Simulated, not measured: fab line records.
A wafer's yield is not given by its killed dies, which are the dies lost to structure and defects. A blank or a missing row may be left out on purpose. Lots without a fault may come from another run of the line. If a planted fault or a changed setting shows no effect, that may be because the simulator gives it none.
Matching of chambers	flow gf180mcu	4 sister chambers for GF_V1_ETCH_16 on rieDiel-02
The step etches BARC in N2/H2. 14 wafers are shown with their chamber, then 7 later ones without.

WAFERS WITH THEIR CHAMBER
wafer	chamber	drypumpMotorCurrentA (A)	throttleValvePct (%)	oesProductAu (a.u.)
L262.1	2	6.1	13.228	0.850
L262.2	3	5.5	13.222	0.849
L262.6	3	5.5	13.230	0.864
L263.3	1	6.0	13.229	0.859
L263.4	3	5.5	13.221	0.857
L263.6	0	6.4	13.217	0.859
L265.2	2	6.1	13.237	0.859
L265.3	0	6.4	13.224	0.856
L265.5	1	6.1	13.213	0.847
L269.3	0	6.4	13.214	0.855
L269.4	2	6.1	13.235	0.856
L269.6	0	6.4	13.227	0.854
L272.1	2	6.1	13.222	0.856
L272.3	0	6.4	13.222	0.858

SIGNATURES (averages over the wafers above)
reading	chamber 0	chamber 1	chamber 2	chamber 3	scatter within a chamber
drypumpMotorCurrentA	6.400	6.050	6.100	5.500	0.0224
throttleValvePct	13.22080	13.22100	13.23050	13.22433	0.00655
oesProductAu	0.85640	0.85300	0.85525	0.85667	0.00495
Rule: distance of a wafer from a chamber = root of the sum over the readings of ((wafer's reading minus chamber's mean) / reading's scatter) squared. The wafer belongs to the nearest chamber; if the next one is less than 2 further off, it can't be placed. The scatter: take each reading less its chamber's mean, square it, sum over the shown wafers, divide by the number of wafers less the number of chambers, and take the root.

WAFERS WHOSE CHAMBER IS MISSING
wafer	drypumpMotorCurrentA (A)	throttleValvePct (%)	oesProductAu (a.u.)
L272.4	5.5	13.218	0.855
L273.3	6.4	13.215	0.850
L273.4	5.4	13.221	0.862
L273.6	6.1	13.224	0.859
L277.1	6.0	13.215	0.859
L277.3	6.1	13.237	0.853
L277.6	6.0	13.230	0.856

WHICH CHAMBER EACH ONE RAN IN
wafer	from the rows above	in truth
L272.4	3	3
L273.3	0	0
L273.4	3	3
L273.6	can't be placed: 2 or 1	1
L277.1	1	1
L277.3	2	2
L277.6	can't be placed: 1 or 2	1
Correct placement for 5 of the 7. Unplaceable from these rows: 2, with the true chamber sitting among the candidates in 2. Placed wrongly: 0.
